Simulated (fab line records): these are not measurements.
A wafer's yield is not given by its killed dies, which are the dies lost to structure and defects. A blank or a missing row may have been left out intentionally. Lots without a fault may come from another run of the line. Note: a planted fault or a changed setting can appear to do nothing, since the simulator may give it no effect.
fab line records | flow sky130 | part 1 of 2: steps 1 to 24 of 34
record: lots: 5 wafers: 15 last_day: 49
route steps=708 shown METAL5@661 PASSIVATION@681 PAD_OPEN@694
lots that met no fault: taken from a fault-free run of the same line
start_h: hours from the record's first day to the start of the lot's first wafer shown | wait_h: how many hours have passed since the lot's step before this one | " repeats the value in the row above | L1.1+2: one row covering several wafers at once | - no value, or no start given | * or withheld: withheld | < > ~ a bound
route shown NAME@n: a module of which the file shows steps, and the number in the route of the first | usual: average and standard deviation across the fault-free wafers | same: alike in all rows | chamber/n: place in a boat | sites: per-site readings | _std_site: their standard deviation | _edge_site: inner sites' mean taken away from outer sites' mean | radius_mm: how far each site lies from the wafer's centre | mask NAME#n: copy n | behind: the tool/chamber that last shaped the wafer | hold: the reason the lot was held/the length of the hold in hours/how it ended | device: transistor that didn't switch, given as n, p or np | end of line: the same wafers' tests at the end of the route | a step with no rows: only its recipe | killed: the dies lost at the first sort to structure and to defects; this is not the yield of the wafer | map: a wafer's dies, x killed, . not, _ none there
set.NAME: setting as actually run; set.NAME@STEP: the setting as run at that earlier step | model.NAME: the simulator's own value behind a step, which no gauge read
a table for each step, a row for each wafer; lots at some steps of the route
services: when a tool's chamber went out of use (start_h, in hours from the record's first day, below 0 if earlier), for how many hours, and the reason
== steps ==
step: SKY_METAL5_SPUTTER_00
recipe: material: Ti target_thk_nm: 15 power_w: 3000 time_s: 10 chamber_pressure_pa: 0.4
usual: chamber_pressure_pa: 0.4000/0.00084 throttle_valve_pct: 30.1/1.1
columns lot.wafer tool chamber start_h wait_h chamber_pressure_pa throttle_valve_pct
L077.3 pvd_sputter-01 - 1036.98 0.2 0.3997 28.5
L077.5 " - " " 0.3999 30.7
L077.6 " - " " 0.4008 28.8
L080.1 pvd_sputter-03 - 1102.14 0.2 0.4007 29.8
L080.5 " - " " 0.3993 32.0
L080.6 " - " " 0.4018 31.6
L090.2 pvd_sputter-01 - 1109.19 0.2 0.4010 28.6
L090.3 " - " " 0.3994 29.0
L090.6 " - " " 0.4007 30.1
L087.2 pvd_sputter-04 - 1109.27 0.1 0.4011 30.4
L087.5 " - " " 0.3997 29.8
L087.6 " - " " 0.4020 30.5
L095.2 pvd_sputter-04 - 1121.31 0.2 0.4008 29.8
L095.3 " - " " 0.3992 28.7
L095.6 " - " " 0.4008 29.9
step: SKY_METAL5_SPUTTER_01
recipe: material: TiN target_thk_nm: 20 power_w: 6500 time_s: 16.7 chamber_pressure_pa: 0.4
usual: chamber_pressure_pa: 0.4001/0.00087 throttle_valve_pct: 30.2/1.1
columns lot.wafer tool chamber start_h wait_h chamber_pressure_pa throttle_valve_pct
L077.3 pvd_sputter-01 - 1037.00 0.0 0.4010 28.5
L077.5 " - " " 0.3996 30.6
L077.6 " - " " 0.4011 28.9
L080.1 pvd_sputter-03 - 1102.17 0.0 0.4023 30.2
L080.5 " - " " 0.3998 32.0
L080.6 " - " " 0.4013 31.2
L090.2 pvd_sputter-01 - 1109.22 0.0 0.3998 28.4
L090.3 " - " " 0.3985 28.7
L090.6 " - " " 0.3986 30.4
L087.2 pvd_sputter-04 - 1109.29 0.0 0.3995 30.6
L087.5 " - " " 0.3999 29.7
L087.6 " - " " 0.4004 30.7
L095.2 pvd_sputter-04 - 1121.33 0.0 0.4003 29.8
L095.3 " - " " 0.4018 28.9
L095.6 " - " " 0.4021 29.7
step: SKY_METAL5_SPUTTER_02
recipe: material: AlCu target_thk_nm: 1150 power_w: 10600 time_s: 61.2 chamber_pressure_pa: 0.4
usual: chamber_pressure_pa: 0.4000/0.00092 throttle_valve_pct: 30.1/1.1
columns lot.wafer tool chamber start_h wait_h chamber_pressure_pa throttle_valve_pct
L077.3 pvd_sputter-01 - 1037.03 0.0 0.4003 28.6
L077.5 " - " " 0.3990 30.6
L077.6 " - " " 0.3993 28.8
L080.1 pvd_sputter-03 - 1102.19 0.0 0.4006 30.1
L080.5 " - " " 0.3993 31.5
L080.6 " - " " 0.3983 31.4
L090.2 pvd_sputter-01 - 1109.24 0.0 0.4018 28.8
L090.3 " - " " 0.3990 29.0
L090.6 " - " " 0.4000 30.3
L087.2 pvd_sputter-04 - 1109.32 0.0 0.4005 30.6
L087.5 " - " " 0.4006 29.5
L087.6 " - " " 0.4007 30.5
L095.2 pvd_sputter-04 - 1121.35 0.0 0.3996 29.8
L095.3 " - " " 0.4010 28.8
L095.6 " - " " 0.3999 29.7
step: SKY_METAL5_SPUTTER_03
recipe: material: Ti target_thk_nm: 5 power_w: 3000 time_s: 3.3 chamber_pressure_pa: 0.4
usual: chamber_pressure_pa: 0.3999/0.00072 throttle_valve_pct: 30.1/1
columns lot.wafer tool chamber start_h wait_h chamber_pressure_pa throttle_valve_pct
L077.3 pvd_sputter-01 - 1037.08 0.0 0.3996 28.9
L077.5 " - " " 0.4010 30.3
L077.6 " - " " 0.3993 29.1
L080.1 pvd_sputter-03 - 1102.24 0.0 0.3995 29.7
L080.5 " - " " 0.4002 31.7
L080.6 " - " " 0.4006 31.2
L090.2 pvd_sputter-01 - 1109.29 0.0 0.4006 28.6
L090.3 " - " " 0.4008 28.7
L090.6 " - " " 0.3992 30.7
L087.2 pvd_sputter-04 - 1109.37 0.0 0.4000 30.4
L087.5 " - " " 0.3987 30.1
L087.6 " - " " 0.4008 30.7
L095.2 pvd_sputter-04 - 1121.41 0.0 0.3992 29.8
L095.3 " - " " 0.3991 28.7
L095.6 " - " " 0.3993 29.9
step: SKY_METAL5_SPUTTER_04
recipe: material: TiN target_thk_nm: 70 power_w: 6500 time_s: 58.3 chamber_pressure_pa: 0.4
usual: chamber_pressure_pa: 0.4000/0.00083 throttle_valve_pct: 30.1/1.1
columns lot.wafer tool chamber start_h wait_h chamber_pressure_pa throttle_valve_pct
L077.3 pvd_sputter-01 - 1037.10 0.0 0.4011 28.5
L077.5 " - " " 0.3994 30.7
L077.6 " - " " 0.4003 28.7
L080.1 pvd_sputter-03 - 1102.26 0.0 0.4001 29.9
L080.5 " - " " 0.3995 31.9
L080.6 " - " " 0.3984 31.3
L090.2 pvd_sputter-01 - 1109.31 0.0 0.4002 28.7
L090.3 " - " " 0.4000 28.7
L090.6 " - " " 0.3997 30.4
L087.2 pvd_sputter-04 - 1109.39 0.0 0.3997 30.5
L087.5 " - " " 0.4013 29.8
L087.6 " - " " 0.4004 30.6
L095.2 pvd_sputter-04 - 1121.42 0.0 0.3981 29.6
L095.3 " - " " 0.4009 28.8
L095.6 " - " " 0.3996 30.2
step: SKY_METAL5_RS_MEAS_05
recipe: thk_meas_gauge: four-point-probe reads: TiN_of_METAL5_SPUTTER_04+Ti_of_METAL5_SPUTTER_03+AlCu_of_METAL5_SPUTTER_02+TiN_of_METAL5_SPUTTER_01+Ti_of_METAL5_SPUTTER_00
usual: METAL5_ALCU_RS: 0.0271/0.00041
columns lot.wafer tool chamber start_h wait_h METAL5_ALCU_RS[ohm/sq]
L077.3 film_metro-04 - 1037.19 0.1 0.0277
L077.5 " - " " 0.0278
L077.6 " - " " 0.0277
L080.1 film_metro-03 - 1102.31 0.0 0.0274
L080.5 " - " " 0.0280
L080.6 " - " " 0.0273
L090.2 film_metro-03 - 1109.38 0.0 0.0271
L090.3 " - " " 0.0272
L090.6 " - " " 0.0274
L087.2 film_metro-01 - 1109.46 0.0 0.0274
L087.5 " - " " 0.0269
L087.6 " - " " 0.0272
L095.2 film_metro-01 - 1121.49 0.0 0.0267
L095.3 " - " " 0.0263
L095.6 " - " " 0.0266
step: SKY_METAL5_THK_MEAS_06
recipe: thk_meas_gauge: xrf reads: AlCu_of_METAL5_SPUTTER_02
usual: METAL5_ALCU_THK: 1114/18
columns lot.wafer tool chamber start_h wait_h METAL5_ALCU_THK[nm]
L077.3 film_metro-04 - 1037.29 0.1 1102
L077.5 " - " " 1092
L077.6 " - " " 1092
L080.1 film_metro-03 - 1102.43 0.1 1104
L080.5 " - " " 1078
L080.6 " - " " 1103
L090.2 film_metro-03 - 1109.49 0.1 1119
L090.3 " - " " 1114
L090.6 " - " " 1100
L087.2 film_metro-01 - 1109.57 0.1 1091
L087.5 " - " " 1111
L087.6 " - " " 1101
L095.2 film_metro-01 - 1121.60 0.1 1124
L095.3 " - " " 1137
L095.6 " - " " 1125
step: SKY_METAL5_DEHYDRATE_07
recipe: temp_c: 200 time_s: 60
usual: exhaust_pa: 44.9/0.88
columns lot.wafer tool chamber start_h wait_h exhaust_pa
L077.3 litho_track-01 0 1046.86 9.6 46.0
L077.5 " 0 " " 44.8
L077.6 " 0 " " 45.1
L080.1 litho_track-02 0 1111.34 8.9 44.8
L080.5 " 0 " " 45.2
L080.6 " 0 " " 46.2
L090.2 litho_track-02 0 1118.67 9.2 44.8
L090.3 " 0 " " 44.5
L090.6 " 0 " " 45.9
L087.2 litho_track-04 0 1118.93 9.3 47.0
L087.5 " 0 " " 46.5
L087.6 " 0 " " 45.9
L095.2 litho_track-01 0 1130.84 9.2 45.6
L095.3 " 0 " " 44.2
L095.6 " 0 " " 45.9
step: SKY_METAL5_HMDS_08
recipe: prime_time_s: 60 prime_temp_c: 120
usual: exhaust_pa: 45.0/0.91
columns lot.wafer tool chamber start_h wait_h exhaust_pa
L077.3 litho_track-01 0 1047.01 0.1 44.4
L077.5 " 0 " " 44.2
L077.6 " 0 " " 43.4
L080.1 litho_track-02 0 1111.49 0.1 44.5
L080.5 " 0 " " 44.3
L080.6 " 0 " " 44.8
L090.2 litho_track-02 0 1118.82 0.1 45.9
L090.3 " 0 " " 45.4
L090.6 " 0 " " 44.7
L087.2 litho_track-04 0 1119.08 0.1 44.4
L087.5 " 0 " " 46.8
L087.6 " 0 " " 44.8
L095.2 litho_track-01 0 1130.99 0.1 44.3
L095.3 " 0 " " 45.2
L095.6 " 0 " " 45.4
step: SKY_METAL5_COAT_09
recipe: resist: NOVOLAK spin_rpm: 3000 resist_thk_nm: 1800
usual: exhaust_pa: 45.0/0.78
columns lot.wafer tool chamber start_h wait_h exhaust_pa
L077.3 litho_track-01 0 1047.16 0.1 45.2
L077.5 " 0 " " 45.5
L077.6 " 0 " " 44.7
L080.1 litho_track-02 0 1111.64 0.1 45.2
L080.5 " 0 " " 43.6
L080.6 " 0 " " 43.6
L090.2 litho_track-02 0 1118.97 0.1 46.1
L090.3 " 0 " " 45.0
L090.6 " 0 " " 46.3
L087.2 litho_track-04 0 1119.23 0.1 44.5
L087.5 " 0 " " 46.0
L087.6 " 0 " " 46.4
L095.2 litho_track-01 0 1131.14 0.1 44.6
L095.3 " 0 " " 45.2
L095.6 " 0 " " 44.1
step: SKY_METAL5_SOFTBAKE_10
recipe: temp_c: 90 time_s: 60 resist: NOVOLAK
usual: exhaust_pa: 45.2/0.86
columns lot.wafer tool chamber start_h wait_h exhaust_pa
L077.3 litho_track-01 0 1047.31 0.1 45.7
L077.5 " 0 " " 45.6
L077.6 " 0 " " 44.6
L080.1 litho_track-02 0 1111.79 0.1 45.9
L080.5 " 0 " " 45.0
L080.6 " 0 " " 46.8
L090.2 litho_track-02 0 1119.12 0.1 44.8
L090.3 " 0 " " 44.6
L090.6 " 0 " " 44.2
L087.2 litho_track-04 0 1119.38 0.1 44.9
L087.5 " 0 " " 45.2
L087.6 " 0 " " 45.4
L095.2 litho_track-01 0 1131.29 0.1 44.7
L095.3 " 0 " " 46.3
L095.6 " 0 " " 44.4
step: SKY_METAL5_EXPOSE_11
recipe: mask_id: MM5 na: 0.6 source_shape: conventional sigma_outer: 0.6 polarization: unpolarized target_cd_nm: 1600 dose_mj: 190
same: sigma_outer: 0.6
columns lot.wafer tool chamber start_h wait_h mask
L077.3+5+6 iline_stepper-02 0 - - MM5#0
L080.1+5+6 iline_stepper-02 0 - - MM5#0
L090.2+3+6 iline_stepper-02 0 - - MM5#0
L087.2+5+6 iline_stepper-01 0 - - MM5#0
L095.2+3+6 iline_stepper-02 0 - - MM5#0
step: SKY_METAL5_PEB_12
recipe: temp_c: withheld time_s: * resist: NOVOLAK
usual: exhaust_pa: 44.7/0.92
columns lot.wafer tool chamber start_h wait_h exhaust_pa
L077.3 litho_track-04 0 - - 43.3
L077.5 " 0 " " 45.3
L077.6 " 0 " " 44.6
L080.1 litho_track-01 0 - - 45.6
L080.5 " 0 " " 45.8
L080.6 " 0 " " 46.6
L090.2 litho_track-01 0 - - 44.8
L090.3 " 0 " " 46.5
L090.6 " 0 " " 47.2
L087.2 litho_track-01 0 - - 44.6
L087.5 " 0 " " 43.4
L087.6 " 0 " " 44.0
L095.2 litho_track-01 0 - - 43.6
L095.3 " 0 " " 44.2
L095.6 " 0 " " 44.4
step: SKY_METAL5_DEVELOP_13
recipe: resist: NOVOLAK developer: TMAH develop_time_s: 60 dev_temp_c: 23
usual: exhaust_pa: 44.9/0.77
columns lot.wafer tool chamber start_h wait_h exhaust_pa
L077.3 litho_track-04 0 1058.00 0.1 44.5
L077.5 " 0 " " 45.9
L077.6 " 0 " " 45.0
L080.1 litho_track-01 0 1122.01 0.1 44.5
L080.5 " 0 " " 44.1
L080.6 " 0 " " 45.1
L090.2 litho_track-01 0 1129.39 0.1 44.2
L090.3 " 0 " " 44.9
L090.6 " 0 " " 45.0
L087.2 litho_track-01 0 1129.69 0.1 44.3
L087.5 " 0 " " 46.2
L087.6 " 0 " " 44.6
L095.2 litho_track-01 0 1140.79 0.1 44.2
L095.3 " 0 " " 44.3
L095.6 " 0 " " 45.1
step: SKY_METAL5_DESCUM_14
recipe: chemistry: O2 source_power_w: 150 bias_power_w: 0 pressure_mtorr: 10 temp_c: 40 time_s: 11
usual: drypump_motor_current_A: 5.6/0.54 oes_product_au: 1.003/0.014
same: bias_power_w: 0
columns lot.wafer tool chamber start_h wait_h drypump_motor_current_A oes_product_au rf_hours_counter_h
L077.3 rie_metal-02 1 1058.11 0.1 5.3 1.017 -
L077.5 " 0 " " 6.5 1.009 -
L077.6 " 1 " " 5.3 1.020 -
L080.1 rie_metal-02 1 1122.16 0.1 5.3 1.032 19
L080.5 " 0 " " 6.5 1.006 -
L080.6 " 1 " " 5.3 1.031 -
L090.2 rie_metal-04 1 1129.51 0.1 5.2 0.992 24
L090.3 " 1 " " 5.2 1.002 -
L090.6 " 1 " " 5.2 1.001 -
L087.2 rie_metal-02 0 1129.81 0.1 6.5 1.005 23
L087.5 " 1 " " 5.3 1.020 -
L087.6 " 0 " " 6.5 0.994 -
L095.2 rie_metal-02 0 1140.91 0.1 6.5 0.997 25
L095.3 " 0 " " 6.5 1.007 -
L095.6 " 1 " " 5.3 1.021 -
step: SKY_METAL5_METAL_ETCH_15
recipe: target_depth_a: 12600 stop_on: SiO2 over_etch_frac: 0.2 time_s: 252 chemistry: Cl2/BCl3 resist_sidewall_deg: 86 pressure_mtorr: 10 icp_w: 900 bias_w: 48.5 Cl2_flow_sccm: 60 bcl3_flow_sccm: 30
usual: drypump_motor_current_A: 5.6/0.54 oes_product_au: 0.894/0.0052 throttle_valve_pct: 22.265/0.009
columns lot.wafer tool chamber start_h wait_h drypump_motor_current_A oes_product_au rf_hours_counter_h throttle_valve_pct
L077.3 rie_metal-02 1 1058.21 0.1 5.3 0.894 - 22.261
L077.5 " 0 " " 6.5 0.896 - 22.279
L077.6 " 1 " " 5.3 0.901 - 22.263
L080.1 rie_metal-02 1 1122.20 0.0 5.3 0.899 19 22.258
L080.5 " 0 " " 6.5 0.888 - 22.256
L080.6 " 1 " " 5.3 0.890 - 22.268
L090.2 rie_metal-04 1 1129.55 0.0 5.2 0.890 24 22.262
L090.3 " 1 " " 5.2 0.892 - 22.263
L090.6 " 1 " " 5.2 0.896 - 22.278
L087.2 rie_metal-02 0 1129.85 0.0 6.5 0.894 23 22.258
L087.5 " 1 " " 5.3 0.894 - 22.270
L087.6 " 0 " " 6.5 0.881 - 22.264
L095.2 rie_metal-02 0 1140.95 0.0 6.5 0.889 25 22.248
L095.3 " 0 " " 6.5 0.891 - 22.266
L095.6 " 1 " " 5.3 0.896 - 22.283
step: SKY_METAL5_STRIP_16
recipe: chemistry: O2/N2 power_w: 1400 pressure_mtorr: 1500 platen_temp_c: withheld o2_flow_sccm: 3000 n2_flow_sccm: 300 overash_fraction: 0.5
usual: drypump_motor_current_A: 5.8/0.66 oes_product_au: 0.710/0.0049 strip_time_to_endpoint_s: 13.02/0.15
columns lot.wafer tool chamber start_h wait_h drypump_motor_current_A oes_product_au rf_hours_counter_h strip_time_to_endpoint_s
L077.3 plasma_asher-03 0 1058.40 0.1 5.8 0.704 - 12.73
L077.5 " 0 " " 5.8 0.706 - 13.00
L077.6 " 1 " " 4.9 0.707 - 12.79
L080.1 plasma_asher-03 0 1122.43 0.2 5.8 0.703 72 12.79
L080.5 " 0 " " 5.8 0.713 - 13.09
L080.6 " 1 " " 4.9 0.709 - 12.79
L090.2 plasma_asher-04 0 1129.78 0.2 5.3 0.709 40 13.14
L090.3 " 1 " " 6.4 0.704 - 13.11
L090.6 " 0 " " 5.3 0.709 - 13.12
L087.2 plasma_asher-02 0 1130.08 0.2 6.7 0.712 7 13.05
L087.5 " 0 " " 6.7 0.702 - 12.77
L087.6 " 1 " " 5.3 0.710 - 13.12
L095.2 plasma_asher-03 1 1141.18 0.2 5.0 0.719 74 13.11
L095.3 " 0 " " 5.8 0.712 - 13.12
L095.6 " 1 " " 4.9 0.711 - 12.79
step: SKY_METAL5_STRIP_17
recipe: chemistry: post_etch_residue_remover time_s: 1200 temp_c: 72.5
columns lot.wafer tool chamber start_h wait_h
L077.3+5+6 wet_bench-02 3 1058.47 0.0
L080.1+5+6 wet_bench-01 3 1122.53 0.1
L090.2+3+6 wet_bench-02 3 1129.88 0.1
L087.2+5+6 wet_bench-01 0 1130.18 0.1
L095.2+3+6 wet_bench-03 1 1141.28 0.1
step: SKY_METAL5_CLEAN_18
recipe: chemistry: IPA time_s: 180 temp_c: 25
columns lot.wafer tool chamber start_h wait_h
L077.3+5+6 wet_bench-02 0 1058.81 0.0
L080.1+5+6 wet_bench-01 0 1122.90 0.0
L090.2+3+6 wet_bench-02 0 1130.22 0.0
L087.2+5+6 wet_bench-02 1 1130.59 0.0
L095.2+3+6 wet_bench-01 0 1141.62 0.0
step: SKY_METAL5_CLEAN_19
recipe: chemistry: O3/DIW dry: n2_spin
columns lot.wafer tool chamber start_h wait_h
L077.3+5+6 wet_bench-01 0 1058.87 0.0
L080.1+5+6 wet_bench-02 3 1122.97 0.0
L090.2+3+6 wet_bench-02 0 1130.28 0.0
L087.2+5+6 wet_bench-03 3 1130.65 0.0
L095.2+3+6 wet_bench-02 0 1141.69 0.0
step: SKY_PASSIVATION_CVD_00
recipe: material: SiO2 target_thk_nm: 90 temp_c: 400 time_s: withheld rf_w: 600
usual: heater_power_w: 667/100 susceptor_temp_C: 400.01/0.22
columns lot.wafer tool chamber start_h wait_h heater_power_w susceptor_temp_C
L077.3 pecvd-01 2 1058.96 0.0 776 400.06
L077.5 " 1 " " 571 399.77
L077.6 " 0 " " 817 399.82
L080.1 pecvd-02 2 1123.07 0.0 782 400.05
L080.5 " 2 " " 793 399.97
L080.6 " 0 " " 458 399.96
L090.2 pecvd-03 1 1130.37 0.0 650 400.09
L090.3 " 2 " " 577 400.14
L090.6 " 2 " " 579 400.37
L087.2 pecvd-02 0 1130.75 0.0 407 399.89
L087.5 " 1 " " 677 399.48
L087.6 " 2 " " 771 400.52
L095.2 pecvd-01 1 1141.78 0.0 652 400.10
L095.3 " 2 " " 787 399.81
L095.6 " 2 " " 807 399.45
step: SKY_PASSIVATION_THK_MEAS_01
recipe: reads: SiO2_of_PASSIVATION_CVD_00
usual: PASSIVATION_CVD_00_THK: 89.4/1.3
columns lot.wafer tool chamber start_h wait_h PASSIVATION_CVD_00_THK[nm]
L077.3 film_metro-03 - 1059.00 - 89.5
L077.5 " - " " 91.3
L077.6 " - " " 89.8
L080.1 film_metro-03 - 1123.09 - 89.0
L080.5 " - " " 89.8
L080.6 " - " " 88.0
L090.2 film_metro-03 - 1130.40 - 87.4
L090.3 " - " " 88.9
L090.6 " - " " 89.7
L087.2 film_metro-03 - 1130.78 - 87.9
L087.5 " - " " 89.5
L087.6 " - " " 90.3
L095.2 film_metro-02 - 1141.81 - 90.2
L095.3 " - " " 90.4
L095.6 " - " " 91.3
step: SKY_PASSIVATION_CVD_02
recipe: material: Si3N4 target_thk_nm: 540 temp_c: 400 time_s: withheld rf_w: 450
usual: heater_power_w: 698/92 susceptor_temp_C: 400.01/0.2
columns lot.wafer tool chamber start_h wait_h heater_power_w susceptor_temp_C
L077.3 pecvd-02 2 1059.04 0.0 839 399.92
L077.5 " 0 " " 522 400.09
L077.6 " 2 " " 669 399.86
L080.1 pecvd-03 1 1123.15 0.1 641 399.95
L080.5 " 2 " " 731 400.16
L080.6 " 0 " " 643 400.13
L090.2 pecvd-01 0 1130.45 0.0 795 399.90
L090.3 " 1 " " 717 399.65
L090.6 " 1 " " 752 399.70
L087.2 pecvd-03 2 1130.83 0.0 663 400.12
L087.5 " 1 " " 606 399.81
L087.6 " 0 " " 570 400.02
L095.2 pecvd-03 0 1141.86 0.0 685 399.61
L095.3 " 2 " " 659 400.15
L095.6 " 0 " " 693 399.64
step: SKY_PASSIVATION_THK_MEAS_03
recipe: reads: Si3N4_of_PASSIVATION_CVD_02
usual: PASSIVATION_CVD_02_THK: 542/7.7
columns lot.wafer tool chamber start_h wait_h PASSIVATION_CVD_02_THK[nm]
L077.3 film_metro-04 - 1059.29 - 539
L077.5 " - " " 543
L077.6 " - " " 552
L080.1 film_metro-02 - 1123.37 - 533
L080.5 " - " " 553
L080.6 " - " " 538
L090.2 film_metro-04 - 1130.69 - 544
L090.3 " - " " 534
L090.6 " - " " 541
L087.2 film_metro-04 - 1131.06 - 537
L087.5 " - " " 540
L087.6 " - " " 535
L095.2 film_metro-04 - 1142.10 - 533
L095.3 " - " " 547
L095.6 " - " " 545
